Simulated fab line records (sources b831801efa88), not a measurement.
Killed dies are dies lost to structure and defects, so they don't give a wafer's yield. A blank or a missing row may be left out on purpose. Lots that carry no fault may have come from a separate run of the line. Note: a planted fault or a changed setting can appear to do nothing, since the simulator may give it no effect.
Which tool is to blame? || flow sfqLine || 14 lots with 42 wafers sampled at 2 steps, on a route of 325 steps

WHAT EACH GAUGE READ, for each wafer
SFQ_M0_OVL_MEAS_906.
{"lot": "L533", "measured": "day 10 01:07", "on": "overlay-02", "M0_OVL (nm)": "-3 0 -2"}
{"lot": "L535", "measured": "day 11 05:05", "on": "overlay-01", "M0_OVL (nm)": "-7 -6 -5"}
{"lot": "L537", "measured": "day 12 01:19", "on": "overlay-02", "M0_OVL (nm)": "8 13 10"}
{"lot": "L538", "measured": "day 12 13:37", "on": "overlay-01", "M0_OVL (nm)": "8 2 4"}
{"lot": "L539", "measured": "day 13 03:11", "on": "overlay-02", "M0_OVL (nm)": "5 5 12"}
{"lot": "L540", "measured": "day 13 09:11", "on": "overlay-02", "M0_OVL (nm)": "-6 -4 -5"}
{"lot": "L541", "measured": "day 14 00:55", "on": "overlay-01", "M0_OVL (nm)": "-3 -3 1"}
{"lot": "L542", "measured": "day 14 09:19", "on": "overlay-02", "M0_OVL (nm)": "-1 2 -4"}
{"lot": "L547", "measured": "day 16 05:43", "on": "overlay-02", "M0_OVL (nm)": "5 8 8"}
{"lot": "L548", "measured": "day 16 08:26", "on": "overlay-02", "M0_OVL (nm)": "-7 -10 -8"}
{"lot": "L549", "measured": "day 16 10:31", "on": "overlay-01", "M0_OVL (nm)": "1 1 3"}
{"lot": "L550", "measured": "day 16 11:42", "on": "overlay-01", "M0_OVL (nm)": "2 2 8"}
{"lot": "L552", "measured": "day 16 15:19", "on": "overlay-01", "M0_OVL (nm)": "-6 -7 -5"}
{"lot": "L555", "measured": "day 16 21:19", "on": "overlay-02", "M0_OVL (nm)": "-10 0 -3"}

WHAT TOOL EACH LOT RAN ON (gives the tool, then ch and the chambers of the sampled wafers, and finally the start)
{"lot": "L533", "SFQ_TRILAYER_L0_VIA_STRIP_STRIP_017": "rieMetal-03 ch 0,1, day 6 02:14"}
{"lot": "L535", "SFQ_TRILAYER_L0_VIA_STRIP_STRIP_017": "rieMetal-03 ch 0,1, day 6 23:04"}
{"lot": "L537", "SFQ_TRILAYER_L0_VIA_STRIP_STRIP_017": "rieMetal-04 ch 0,1, day 7 16:52"}
{"lot": "L538", "SFQ_TRILAYER_L0_VIA_STRIP_STRIP_017": "rieMetal-04 ch 0,1, day 8 01:28"}
{"lot": "L539", "SFQ_TRILAYER_L0_VIA_STRIP_STRIP_017": "rieMetal-03 ch 0, day 8 15:38"}
{"lot": "L540", "SFQ_TRILAYER_L0_VIA_STRIP_STRIP_017": "rieMetal-04 ch 0, day 8 21:38"}
{"lot": "L541", "SFQ_TRILAYER_L0_VIA_STRIP_STRIP_017": "rieMetal-03 ch 0, day 9 13:14"}
{"lot": "L542", "SFQ_TRILAYER_L0_VIA_STRIP_STRIP_017": "rieMetal-04 ch 0,1, day 9 21:38"}
{"lot": "L547", "SFQ_TRILAYER_L0_VIA_STRIP_STRIP_017": "rieMetal-03 ch 0,1, day 11 13:36"}
{"lot": "L548", "SFQ_TRILAYER_L0_VIA_STRIP_STRIP_017": "rieMetal-03 ch 0,1, day 11 16:00"}
{"lot": "L549", "SFQ_TRILAYER_L0_VIA_STRIP_STRIP_017": "rieMetal-02 ch 0,1, day 11 17:24"}
{"lot": "L550", "SFQ_TRILAYER_L0_VIA_STRIP_STRIP_017": "rieMetal-03 ch 0,1, day 11 18:24"}
{"lot": "L552", "SFQ_TRILAYER_L0_VIA_STRIP_STRIP_017": "rieMetal-04 ch 0,1, day 11 20:48"}
{"lot": "L555", "SFQ_TRILAYER_L0_VIA_STRIP_STRIP_017": "rieMetal-02 ch 0,1, day 12 00:36"}
- SFQ_TRILAYER_L0_VIA_STRIP_STRIP_017: strips in O2.

WHAT THE TOOLS THEMSELVES READ (means of the sampled wafers that have a number; where no wafer has one, the mark that the record gives instead)
SFQ_TRILAYER_L0_VIA_STRIP_STRIP_017.
{"lot": "L533", "tool": "rieMetal-03", "drypumpMotorCurrentA (A)": 6.3, "oesProductAu (a.u.)": 1.005}
{"lot": "L535", "tool": "rieMetal-03", "drypumpMotorCurrentA (A)": 6.4, "oesProductAu (a.u.)": 0.997}
{"lot": "L537", "tool": "rieMetal-04", "drypumpMotorCurrentA (A)": 5.1, "oesProductAu (a.u.)": 0.995}
{"lot": "L538", "tool": "rieMetal-04", "drypumpMotorCurrentA (A)": 5.4, "oesProductAu (a.u.)": 1.000}
{"lot": "L539", "tool": "rieMetal-03", "drypumpMotorCurrentA (A)": 6.6, "oesProductAu (a.u.)": 0.998}
{"lot": "L540", "tool": "rieMetal-04", "drypumpMotorCurrentA (A)": 4.8, "oesProductAu (a.u.)": 1.001}
{"lot": "L541", "tool": "rieMetal-03", "drypumpMotorCurrentA (A)": 6.6, "oesProductAu (a.u.)": 0.996}
{"lot": "L542", "tool": "rieMetal-04", "drypumpMotorCurrentA (A)": 5.5, "oesProductAu (a.u.)": 1.005}
{"lot": "L547", "tool": "rieMetal-03", "drypumpMotorCurrentA (A)": 6.3, "oesProductAu (a.u.)": 1.007}
{"lot": "L548", "tool": "rieMetal-03", "drypumpMotorCurrentA (A)": 6.5, "oesProductAu (a.u.)": 0.999}
{"lot": "L549", "tool": "rieMetal-02", "drypumpMotorCurrentA (A)": 5.5, "oesProductAu (a.u.)": 0.994}
{"lot": "L550", "tool": "rieMetal-03", "drypumpMotorCurrentA (A)": 6.4, "oesProductAu (a.u.)": 1.001}
{"lot": "L552", "tool": "rieMetal-04", "drypumpMotorCurrentA (A)": 5.1, "oesProductAu (a.u.)": 1.009}
{"lot": "L555", "tool": "rieMetal-02", "drypumpMotorCurrentA (A)": 5.8, "oesProductAu (a.u.)": 0.998}

THE ANSWER, worked out from the rows above alone
Rule: what is usual is taken from the lots themselves. Put in order of their means at a reading, lots are off if they are a third of the lots or fewer, leave a main group of 4 or more, and stand apart from it by a gap of 3 or more times the standard deviation of the main group's means; of several such gaps the widest counts. If all means in a main group match to the digits the tables above print for the reading, that group is not used. Also off: a lot with no number at a reading for which 4 or more lots have one. The other lots that the step has rows for count as sound. The gauges are gone through in route order, then the tools' own readings, and for those a lot's mean is taken as printed above. The first step at which some lot is off is used, and at that step the reading that is off furthest; a lot without a number counts as furthest.
No lot is off on any of the readings shown, so nothing can be concluded from this.

WHAT HAD BEEN PUT IN BY THE SIMULATOR
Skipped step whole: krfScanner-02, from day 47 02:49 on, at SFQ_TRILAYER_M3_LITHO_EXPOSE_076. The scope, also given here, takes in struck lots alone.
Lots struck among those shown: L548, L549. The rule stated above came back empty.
